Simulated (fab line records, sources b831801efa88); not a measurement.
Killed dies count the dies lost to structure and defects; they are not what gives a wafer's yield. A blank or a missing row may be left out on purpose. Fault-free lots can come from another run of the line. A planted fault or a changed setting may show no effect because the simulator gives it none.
Struck lot and sound lot, side by side	flow sky130	17 out of 708 route steps
Sound: wafers L670.2, L670.5, L670.6. Wafers L663.1, L663.2, L663.6 were the ones struck. The cause comes at the end.
For every step that has rows: the tool of each side, followed by ch and its chambers, followed by its first start. Under that, the readings that differ: sound wafers	struck wafers	difference of the means	sigmas: that difference in standard deviations of wafers without a fault.
alike: readings with means less than 2 such deviations apart, plus words and numbers identical on both sides. not compared: withheld readings, readings lacking a value on some wafer, bounds such as >300 that could conceal the same value, and numbers that have no deviation in the record and whose values overlap.
A row with sigmas, a row that says differs or no value, or rows on one side alone: a step with any of these is where the two part. Numbers that have no deviation but don't overlap get no sigmas and don't part them. A reading that every wafer of one side lacks parts them only if that side has two wafers or more.

first, 5 steps without rows for these wafers: SKY_SD_N_COAT_02 (resist thk 1140 nm); SKY_SD_N_SOFTBAKE_03 (time 60 s); SKY_SD_N_EXPOSE_04 (exposes mask NSDM, target cd 380 nm); SKY_SD_N_PEB_05; SKY_SD_N_DEVELOP_06 (develop time 60 s).
SKY_SD_N_CD_MEAS_07: the cd target is 380 nm.
  sound on cdSem-01 at day 34 01:33; struck on cdSem-02 at day 32 00:08
reading	sound	struck	difference	sigmas
cdNm (nm)	385.1 384.2 382.9	375.7 374.3 373.8	-9.5	-3
SKY_SD_N_OVL_MEAS_08:
  sound on overlay-01 at day 34 01:39; struck on overlay-02 at day 32 00:15
  alike: SD_N_OVL
then, 2 steps without rows for these wafers: SKY_SD_N_IMPLANT_09; SKY_SD_N_IMPLANT_10.
SKY_SD_N_STRIP_11: strips in O2/N2.
  sound on plasmaAsher-02 ch 0,1, day 34 01:59; struck on plasmaAsher-02 ch 0,1, day 32 00:35
  alike: drypumpMotorCurrentA, oesProductAu, stripTimeToEndpointS
  not compared: rfHoursCounterH
SKY_SD_N_TW_MEAS_12:
  sound on filmMetro-03 at day 34 02:05; struck on filmMetro-02 at day 32 00:41
  alike: SD_N_TW
then, 1 step without rows for these wafers: SKY_SD_N_CLEAN_13 (cleans in SC1/SC2, time 150 s).
SKY_SD_N_RTA_14: time 2 s.
  sound on rtpAnneal-01 ch 0, day 34 02:12; struck on rtpAnneal-02 ch 0, day 32 00:49
reading	sound	struck	difference	sigmas
lampPowerPct (%)	15.71 15.64 15.77	15.22 15.21 15.36	-0.44	-9
wafer_temp_C_max	1081.5 1078.0 1078.4	1060.6 1057.6 1058.7	-20.3	-16
SKY_SD_N_RS_MEAS_16: the measuring method here is four-point-probe.
  sound on filmMetro-01 at day 34 02:23; struck on filmMetro-01 at day 32 00:59
reading	sound	struck	difference	sigmas
SD_N_RS (ohm/sq)	68.79 68.57 68.63	71.77 71.60 71.69	+3.02	+22
SKY_SD_N_RS_MEAS_17: the measuring method here is four-point-probe.
  sound on filmMetro-01 at day 34 02:30; struck on filmMetro-01 at day 32 01:06
reading	sound	struck	difference	sigmas
SD_P_RS (ohm/sq)	147.6 147.2 147.2	164.3 164.1 163.9	+16.8	+56
SKY_SD_N_RS_MEAS_18: the measuring method here is four-point-probe.
  sound on filmMetro-01 at day 34 02:37; struck on filmMetro-01 at day 32 01:13
  alike: RES_XHIGH_RS
-- here the record skips 17 days between the struck wafers' starts before and after, leaving off in module SD_N and picking up in module PAD_OPEN (first step shown: number 708 of the route) --
SKY_PAD_OPEN_PROBE_99:
  sound on prober-01 at day 50 00:35; struck on prober-02 at day 48 17:17
reading	sound	struck	difference	sigmas
model.etest.resXhighPo.lineOhmUm	5722 5504 5474	7005 6778 6872	+1318	
model.etest.resXhighPo.rsOhmSq	1984 1914 1939	2431 2308 2353	+418	
model.etest.pfet_01v8.rOnOhmUm	2889 2976 2977	3165 3062 3052	+146	
model.etest.resPdiff.lineOhmUm	1348 1355 1363	1542 1525 1539	+180	
model.etest.resHighPo.lineOhmUm	723.5 705.6 708.7	887.3 870.1 862.4	+160.7	
model.etest.pfetG5v0d10v5.rOnOhmUm	4658 4731 4761	4863 4841 4806	+120	
model.etest.liconHighPo.rcOhm	328.9 332.5 342	468.9 450.7 431	+115.7	
  alike: killed_at_M0_to_M3, killed_at_M4_up, killedAtContacts, killedAtFrontEnd, killedAtOther, killedDies, killedOpen, killedShort
  not compared: model.etest.tipP.rsOhmSq

## WHERE THEY PART
At SKY_SD_N_CD_MEAS_07 first; at SKY_SD_N_RS_MEAS_17 last (within this record only). Later steps at which nothing parts them and some readings are alike: SKY_SD_N_RS_MEAS_18, SKY_PAD_OPEN_PROBE_99.

WHY: what had been put in by the simulator
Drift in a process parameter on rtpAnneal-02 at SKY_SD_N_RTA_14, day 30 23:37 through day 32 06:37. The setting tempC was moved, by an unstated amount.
